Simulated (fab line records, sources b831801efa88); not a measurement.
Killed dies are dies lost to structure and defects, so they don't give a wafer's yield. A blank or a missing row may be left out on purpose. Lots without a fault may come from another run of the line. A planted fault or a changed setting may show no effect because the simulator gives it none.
fab line records | flow sfq_line
record lots=15 wafers=45 last_day=86
route steps=325 shown INCOMING@1 M0@29 M2@101 I2@105
lots that met no fault: from a run of the same line without faults
start_h: hours from the record's first day to the start of the lot's first wafer shown | wait_h: hours since the lot's step before | " the same as in the row above | L1.1+2: a row that stands for several wafers | - no value, or no start given | * or withheld: withheld | < > ~ a bound
route shown NAME@n: a module of which the file shows steps, and the number in the route of the first | usual: mean/standard deviation of fault-free wafers | same: alike in all rows | chamber/n: place in a boat | sites: the reading at each site | _std_site: their standard deviation | _edge_site: outer sites' mean less inner sites' | radius_mm: how far each site lies from the wafer's centre | mask NAME#n: copy n | behind: the tool/chamber that last shaped the wafer | hold: why the lot was held/for how many hours/how that ended | device: the transistor (n, p or np) that didn't switch | end of line: the same wafers' tests at the end of the route | a step without rows: its recipe alone | killed: dies lost to structure and defects at the first sort, not the wafer's yield | map: a wafer's dies, x killed, . not, _ none there
set.NAME: the setting as run; set.NAME@STEP: as run at that earlier step | model.NAME: the simulator's own value behind a step, which no gauge read
steps of the route over a sample of lots; a table a step, a row a wafer
services: from which hour (start_h, from the record's first day; less than 0 if before it) a tool's chamber was out of use, for how many hours, and why
## steps
# step SFQ_INCOMING_BOW_MEAS_900
# recipe mode=bow
# usual INCOMING_BOW=0/5.9
# columns lot.wafer tool chamber start_h wait_h INCOMING_BOW[um]
L343.1 film_metro-04 - 10.00 - -8
L343.2 " - " " -10
L343.3 " - " " -2
L344.2 film_metro-02 - 15.02 - -2
L344.4 " - " " 3
L344.6 " - " " 1
L345.1 film_metro-02 - 20.00 - -2
L345.2 " - " " -6
L345.4 " - " " 4
L346.1 film_metro-04 - 25.00 - -3
L346.3 " - " " -5
L346.6 " - " " -2
L349.1 film_metro-04 - 40.00 - -3
L349.3 " - " " -8
L349.5 " - " " 3
L350.1 film_metro-03 - 45.00 - 6
L350.4 " - " " 7
L350.6 " - " " 3
L351.1 film_metro-02 - 50.00 - 3
L351.3 " - " " 3
L351.4 " - " " 0
L352.1 film_metro-04 - 55.00 - -1
L352.2 " - " " 4
L352.3 " - " " -5
L353.2 film_metro-03 - 60.02 - -2
L353.3 " - " " -5
L353.6 " - " " -6
L356.2 film_metro-04 - 75.02 - -1
L356.3 " - " " -11
L356.5 " - " " -2
L357.3 film_metro-03 - 80.04 - -1
L357.4 " - " " 1
L357.6 " - " " -1
L358.2 film_metro-04 - 85.02 - -1
L358.4 " - " " -5
L358.6 " - " " -6
L363.1 film_metro-04 - 110.00 - 11
L363.2 " - " " 1
L363.5 " - " " 0
L365.2 film_metro-03 - 120.02 - -6
L365.4 " - " " 1
L365.5 " - " " -1
L366.2 film_metro-03 - 125.02 - 1
L366.3 " - " " -1
L366.6 " - " " -3
# step SFQ_TRILAYER_M0_DEP_SPUTTER_019
# recipe material=Nb base_pressure_pa=1.33e-06 chamber_pressure_pa=0.1333 substrate_temp_c=20 resputter_cathode_voltage_v=400 target_thk_nm=200 power_w=2000 time_s=133.3
# usual cathode_dc_power_W=2000.0/0.37 resputter_cathode_voltage_v=400/4.3 throttle_valve_pct=29.3/0.96
# columns lot.wafer tool chamber start_h wait_h cathode_dc_power_W resputter_cathode_voltage_v throttle_valve_pct
L343.1 pvd_sputter-04 - 142.75 0.0 1999.9 402 31.2
L343.2 " - " " 1999.9 395 27.6
L343.3 " - " " 2000.3 402 29.9
L344.2 pvd_sputter-05 - 154.15 0.0 1999.5 405 29.8
L344.4 " - " " 2000.0 400 29.8
L344.6 " - " " 1999.7 402 29.0
L345.1 pvd_sputter-06 - 158.13 0.0 2000.2 397 29.8
L345.2 " - " " 2000.7 399 29.4
L345.4 " - " " 1999.6 401 30.2
L346.1 pvd_sputter-05 - 175.14 0.0 2000.5 403 29.8
L346.3 " - " " 2000.0 396 29.9
L346.6 " - " " 1999.5 403 29.5
L349.1 pvd_sputter-06 - 194.57 0.0 1999.8 393 29.6
L349.3 " - " " 2000.1 399 30.1
L349.5 " - " " 2000.7 399 29.6
L350.1 pvd_sputter-04 - 198.19 0.0 1999.7 398 30.0
L350.4 " - " " 1999.9 403 30.8
L350.6 " - " " 1999.9 403 29.7
L351.1 pvd_sputter-06 - 202.37 0.0 1999.2 404 29.4
L351.3 " - " " 2000.0 395 30.2
L351.4 " - " " 1999.4 393 29.5
L352.1 pvd_sputter-06 - 206.38 0.0 1999.5 401 30.1
L352.2 " - " " 1999.9 402 27.6
L352.3 " - " " 2000.3 397 29.7
L353.2 pvd_sputter-05 - 211.18 0.0 2000.3 398 29.9
L353.3 " - " " 1999.7 401 28.9
L353.6 " - " " 2000.1 394 29.6
L356.2 pvd_sputter-04 - 227.98 0.0 2325.4 413 29.9
L356.3 " - " " 2326.3 396 29.8
L356.5 " - " " 2326.1 402 28.1
L357.3 pvd_sputter-04 - 236.81 0.0 2325.8 402 27.8
L357.4 " - " " 2326.7 395 29.9
L357.6 " - " " 2325.7 401 29.6
L358.2 pvd_sputter-04 - 245.81 0.0 2326.0 396 27.9
L358.4 " - " " 2325.2 400 29.9
L358.6 " - " " 2326.1 397 27.8
L363.1 pvd_sputter-04 - 310.32 0.0 1999.6 405 29.9
L363.2 " - " " 2000.0 399 30.9
L363.5 " - " " 1999.3 407 27.6
L365.2 pvd_sputter-05 - 326.84 0.0 2000.0 401 28.6
L365.4 " - " " 1999.9 402 29.6
L365.5 " - " " 1999.5 398 29.7
L366.2 pvd_sputter-05 - 334.04 0.0 1999.9 406 29.9
L366.3 " - " " 2000.0 400 28.5
L366.6 " - " " 2000.4 397 28.8
# step SFQ_M0_RS_MEAS_904
# recipe thk_meas_gauge=four-point-probe reads=Nb_of_TRILAYER_M0_DEP_SPUTTER_019
# usual M0_NB_RS=0.889/0.012
# columns lot.wafer tool chamber start_h wait_h M0_NB_RS[ohm/sq]
L343.1 film_metro-02 - 142.84 0.0 0.884
L343.2 " - " " 0.888
L343.3 " - " " 0.896
L344.2 film_metro-02 - 154.27 0.1 0.863
L344.4 " - " " 0.878
L344.6 " - " " 0.870
L345.1 film_metro-01 - 158.22 0.0 0.899
L345.2 " - " " 0.884
L345.4 " - " " 0.885
L346.1 film_metro-02 - 175.24 0.0 0.893
L346.3 " - " " 0.868
L346.6 " - " " 0.897
L349.1 film_metro-02 - 194.66 0.0 0.895
L349.3 " - " " 0.882
L349.5 " - " " 0.893
L350.1 film_metro-02 - 198.28 0.0 0.908
L350.4 " - " " 0.902
L350.6 " - " " 0.912
L351.1 film_metro-03 - 202.46 0.0 0.891
L351.3 " - " " 0.886
L351.4 " - " " 0.895
L352.1 film_metro-01 - 206.47 0.0 0.892
L352.2 " - " " 0.875
L352.3 " - " " 0.899
L353.2 film_metro-03 - 211.29 0.1 0.888
L353.3 " - " " 0.880
L353.6 " - " " 0.867
L356.2 film_metro-03 - 228.09 0.1 0.769
L356.3 " - " " 0.774
L356.5 " - " " 0.760
L357.3 film_metro-01 - 236.94 0.1 0.765
L357.4 " - " " 0.776
L357.6 " - " " 0.772
L358.2 film_metro-01 - 245.92 0.1 0.775
L358.4 " - " " 0.779
L358.6 " - " " 0.772
L363.1 film_metro-01 - 310.41 0.0 0.888
L363.2 " - " " 0.881
L363.5 " - " " 0.890
L365.2 film_metro-03 - 326.95 0.1 0.885
L365.4 " - " " 0.876
L365.5 " - " " 0.876
L366.2 film_metro-02 - 334.15 0.1 0.879
L366.3 " - " " 0.871
L366.6 " - " " 0.878
# step SFQ_TRILAYER_M0_ETCH_METAL_ETCH_024
# recipe target=Nb stop_on=SiO2 mask_material=PR chemistry=Cl2/Ar target_depth_nm=240 icp_w=600 bias_w=80 pressure_mtorr=10 time_s=120
# usual bias_w=80.02/0.24 drypump_motor_current_A=5.8/0.47 he_backside_leak_sccm=3.41/0.2 oes_product_au=0.894/0.0078
# columns lot.wafer tool chamber start_h wait_h bias_w drypump_motor_current_A he_backside_leak_sccm oes_product_au rf_hours_counter_h
L343.1 rie_metal-03 1 233.04 0.1 79.71 6.5 3.54 0.898 99
L343.2 " 1 " " 79.90 6.5 3.54 0.895 -
L343.3 " 1 " " 80.07 6.5 4.58 0.886 -
L344.2 rie_metal-03 1 247.39 0.0 79.76 6.6 3.45 0.908 102
L344.4 " 0 " " 80.05 6.2 3.32 0.891 -
L344.6 " 0 " " 79.68 6.2 3.48 0.895 -
L345.1 rie_metal-02 0 254.01 0.0 80.50 5.4 3.40 0.886 53
L345.2 " 1 " " 80.05 6.2 3.21 0.894 79
L345.4 " 1 " " 80.10 6.2 3.44 0.899 -
L346.1 rie_metal-01 1 274.93 0.1 80.41 5.3 3.37 0.896 3
L346.3 " 1 " " 80.23 5.3 3.37 0.912 -
L346.6 " 1 " " 80.03 5.3 3.23 0.902 -
L349.1 rie_metal-01 1 301.09 0.0 80.32 5.3 3.34 0.890 9
L349.3 " 1 " " 80.43 5.3 3.52 0.904 -
L349.5 " 0 " " 79.92 5.6 3.58 0.890 -
L350.1 rie_metal-01 1 307.09 0.0 80.04 5.3 3.28 0.879 10
L350.4 " 0 " " 80.38 5.6 3.79 0.886 -
L350.6 " 0 " " 80.18 5.6 3.83 0.881 -
L351.1 rie_metal-02 1 317.61 0.0 80.33 6.2 3.19 0.889 89
L351.3 " 1 " " 79.82 6.2 3.44 0.896 -
L351.4 " 0 " " 80.23 5.4 3.01 0.892 -
L352.1 rie_metal-02 0 322.41 0.0 79.59 5.4 3.27 0.904 64
L352.2 " 1 " " 79.95 6.2 3.42 0.903 90
L352.3 " 0 " " 80.04 5.4 3.31 0.889 -
L353.2 rie_metal-01 0 327.21 0.0 79.64 5.6 3.51 0.896 180
L353.3 " 0 " " 80.04 5.6 3.34 0.901 -
L353.6 " 0 " " 79.82 5.6 3.39 0.905 -
L356.2 rie_metal-03 1 350.94 0.0 80.08 6.5 3.51 0.976 118
L356.3 " 0 " " 79.71 6.2 3.61 0.968 -
L356.5 " 1 " " 80.22 6.6 3.53 0.979 -
L357.3 rie_metal-01 0 363.23 0.1 79.99 5.6 3.32 0.972 -
L357.4 " 1 " " 80.15 5.3 3.28 0.969 -
L357.6 " 0 " " 79.82 5.6 3.44 0.968 -
L358.2 rie_metal-02 1 374.11 0.0 80.13 6.2 3.58 0.971 96
L358.4 " 1 " " 80.07 6.2 3.33 0.966 -
L358.6 " 1 " " 80.30 6.2 3.37 0.964 -
L363.1 rie_metal-01 0 450.22 0.1 79.48 5.6 3.61 0.893 9
L363.2 " 0 " " 79.70 5.6 3.37 0.898 -
L363.5 " 0 " " 79.80 5.6 3.53 0.891 -
L365.2 rie_metal-02 0 469.48 0.0 80.13 5.4 3.32 0.896 83
L365.4 " 0 " " 79.93 5.4 3.18 0.911 -
L365.5 " 0 " " 80.26 5.4 3.31 0.899 -
L366.2 rie_metal-01 1 477.88 0.0 80.62 5.3 3.38 0.908 29
L366.3 " 1 " " 80.49 5.3 3.45 0.898 -
L366.6 " 0 " " 79.86 5.6 3.61 0.902 -
# step SFQ_TRILAYER_M2_STRIP_STRIP_061
# recipe gas=O2 power_w=200 platen_temp_c=40 overash_fraction=0.65 chemistry=O2 pressure_mtorr=50
# usual drypump_motor_current_A=5.8/0.47 he_backside_leak_sccm=3.46/0.18 oes_product_au=1.004/0.011
# columns lot.wafer tool chamber start_h wait_h drypump_motor_current_A he_backside_leak_sccm oes_product_au rf_hours_counter_h
L343.1 rie_metal-02 0 786.93 0.1 5.4 3.27 0.999 128
L343.2 " 1 " " 6.2 3.38 1.018 3
L343.3 " 1 " " 6.2 3.39 1.012 -
L344.2 rie_metal-03 0 793.05 0.1 6.2 3.63 1.016 77
L344.4 " 0 " " 6.2 3.55 1.008 -
L344.6 " 1 " " 6.6 3.51 1.006 -
L345.1 rie_metal-02 1 794.31 0.1 6.2 3.36 1.014 3
L345.2 " 0 " " 5.4 3.43 1.002 129
L345.4 " 1 " " 6.2 3.29 1.007 -
L346.1 rie_metal-01 1 795.45 0.1 5.3 3.19 0.989 71
L346.3 " 0 " " 5.6 3.50 1.001 -
L346.6 " 0 " " 5.6 3.75 1.001 -
L349.1 rie_metal-03 0 802.65 0.1 6.2 3.50 1.026 78
L349.3 " 0 " " 6.2 3.41 1.010 -
L349.5 " 1 " " 6.6 3.63 1.008 -
L350.1 rie_metal-01 1 805.05 0.1 5.3 3.55 0.988 73
L350.4 " 1 " " 5.3 3.56 0.977 -
L350.6 " 0 " " 5.6 3.63 1.003 -
L351.1 rie_metal-02 0 807.45 0.1 5.4 3.25 1.000 131
L351.3 " 0 " " 5.4 3.17 0.999 -
L351.4 " 1 " " 6.2 3.39 1.011 -
L352.1 rie_metal-02 0 809.85 0.1 5.4 3.39 1.007 131
L352.2 " 1 " " 6.2 3.31 1.023 6
L352.3 " 1 " " 6.2 3.34 1.017 -
L353.2 rie_metal-03 1 919.78 0.1 6.6 3.47 1.002 36
L353.3 " 0 " " 6.2 3.67 1.008 -
L353.6 " 0 " " 6.2 3.65 1.020 -
L356.2 rie_metal-01 1 955.00 0.1 5.3 3.61 0.983 97
L356.3 " 0 " " 5.6 3.51 0.982 -
L356.5 " 1 " " 5.3 3.68 0.984 -
L357.3 rie_metal-01 0 968.40 0.2 5.6 3.67 1.006 -
L357.4 " 1 " " 5.3 3.51 0.987 -
L357.6 " 1 " " 5.3 3.47 0.995 -
L358.2 rie_metal-03 1 979.00 0.1 6.6 3.38 0.998 46
L358.4 " 0 " " 6.2 3.63 1.002 -
L358.6 " 1 " " 6.6 3.43 1.005 -
L363.1 rie_metal-01 1 1049.74 0.1 5.3 3.56 0.999 110
L363.2 " 0 " " 5.6 3.74 1.012 95
L363.5 " 0 " " 5.6 3.59 1.000 -
L365.2 rie_metal-03 1 1072.64 0.1 6.6 3.44 1.013 61
L365.4 " 0 " " 6.2 3.70 1.007 -
L365.5 " 0 " " 6.2 3.69 1.010 -
L366.2 rie_metal-03 0 1084.50 0.1 6.2 3.66 1.012 124
L366.3 " 1 " " 6.5 3.58 1.009 -
L366.6 " 1 " " 6.6 3.58 1.010 -
# step SFQ_I2_BOW_MEAS_917
# recipe mode=bow
# usual I2_BOW=0/7.5
# columns lot.wafer tool chamber start_h wait_h I2_BOW[um]
L343.1 film_metro-04 - 807.12 1.5 -9
L343.2 " - " " -11
L343.3 " - " " -1
L344.2 film_metro-04 - 810.14 1.0 1
L344.4 " - " " 6
L344.6 " - " " 2
L345.1 film_metro-01 - 813.12 1.0 -4
L345.2 " - " " -8
L345.4 " - " " 2
L346.1 film_metro-04 - 814.57 2.0 -1
L346.3 " - " " -2
L346.6 " - " " 1
L349.1 film_metro-04 - 820.57 2.5 -10
L349.3 " - " " -14
L349.5 " - " " -4
L350.1 film_metro-04 - 823.57 2.5 6
L350.4 " - " " 8
L350.6 " - " " 4
L351.1 film_metro-01 - 826.57 1.5 -2
L351.3 " - " " -3
L351.4 " - " " -5
L352.1 film_metro-04 - 828.58 2.0 3
L352.2 " - " " 9
L352.3 " - " " 0
L353.2 film_metro-01 - 928.40 2.5 -4
L353.3 " - " " -5
L353.6 " - " " -7
L356.2 film_metro-04 - 964.40 1.5 -3
L356.3 " - " " -12
L356.5 " - " " -4
L357.3 film_metro-01 - 980.01 1.0 4
L357.4 " - " " 5
L357.6 " - " " 3
L358.2 film_metro-04 - 997.40 1.0 3
L358.4 " - " " -3
L358.6 " - " " -3
L363.1 film_metro-04 - 1053.63 2.5 19
L363.2 " - " " 9
L363.5 " - " " 7
L365.2 film_metro-01 - 1079.12 1.5 -12
L365.4 " - " " -4
L365.5 " - " " -9
L366.2 film_metro-01 - 1105.70 2.5 0
L366.3 " - " " -2
L366.6 " - " " -4
## services
# columns tool chamber start_h hours kind
rie_metal-02 - 120.02 2.8 pm
rie_metal-03 0 162.99 43.4 repair
rie_metal-02 0 190.11 6.2 repair
rie_metal-01 1 194.26 33.8 repair
rie_metal-01 1 228.77 14.7 repair
rie_metal-01 - 238.92 0.2 repair
rie_metal-01 - 254.95 3.6 repair
rie_metal-01 0 258.46 30.1 repair
rie_metal-03 1 366.45 10.0 repair
rie_metal-03 - 456.07 0.9 repair
rie_metal-01 - 488.34 14.6 pm
rie_metal-01 - 533.97 1.4 pm
rie_metal-03 - 540.77 2.8 pm
rie_metal-01 1 577.51 8.0 repair
rie_metal-01 0 588.85 6.9 repair
rie_metal-01 0 598.64 7.1 repair
rie_metal-03 1 669.19 3.6 repair
rie_metal-02 - 686.48 0.4 repair
rie_metal-02 1 723.64 10.1 repair
rie_metal-01 - 740.46 2.8 pm
rie_metal-01 1 838.18 1.9 repair
rie_metal-01 - 953.63 1.0 repair
rie_metal-01 1 976.91 1.0 repair
rie_metal-01 1 994.76 3.1 repair
## key
first_sign step=SFQ_TRILAYER_M0_DEP_SPUTTER_019 reading=cathode_dc_power_W direction=up sigmas=99+ usual=2000.0 struck=2325.9
effect step=SFQ_M0_RS_MEAS_904 reading=M0_NB_RS direction=down sigmas=10 usual=0.889 struck=0.771
effect step=SFQ_TRILAYER_M0_ETCH_METAL_ETCH_024 reading=oes_product_au direction=up sigmas=9.8 usual=0.894 struck=0.970
met_at SFQ_TRILAYER_M0_DEP_SPUTTER_019
struck_lots L356,L357,L358
not_acting_at SFQ_INCOMING_BOW_MEAS_900,SFQ_TRILAYER_M2_STRIP_STRIP_061,SFQ_I2_BOW_MEAS_917
onset_between 198.19 227.98
fault kind=process_parameter_drift tool=pvd_sputter-04 chamber=- onset_h=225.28 steps=SFQ_TRILAYER_M0_DEP_SPUTTER_019 channel=power_w offset=325.94 shape=step end_h=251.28 acts_in=these_recipes_only stated=2000
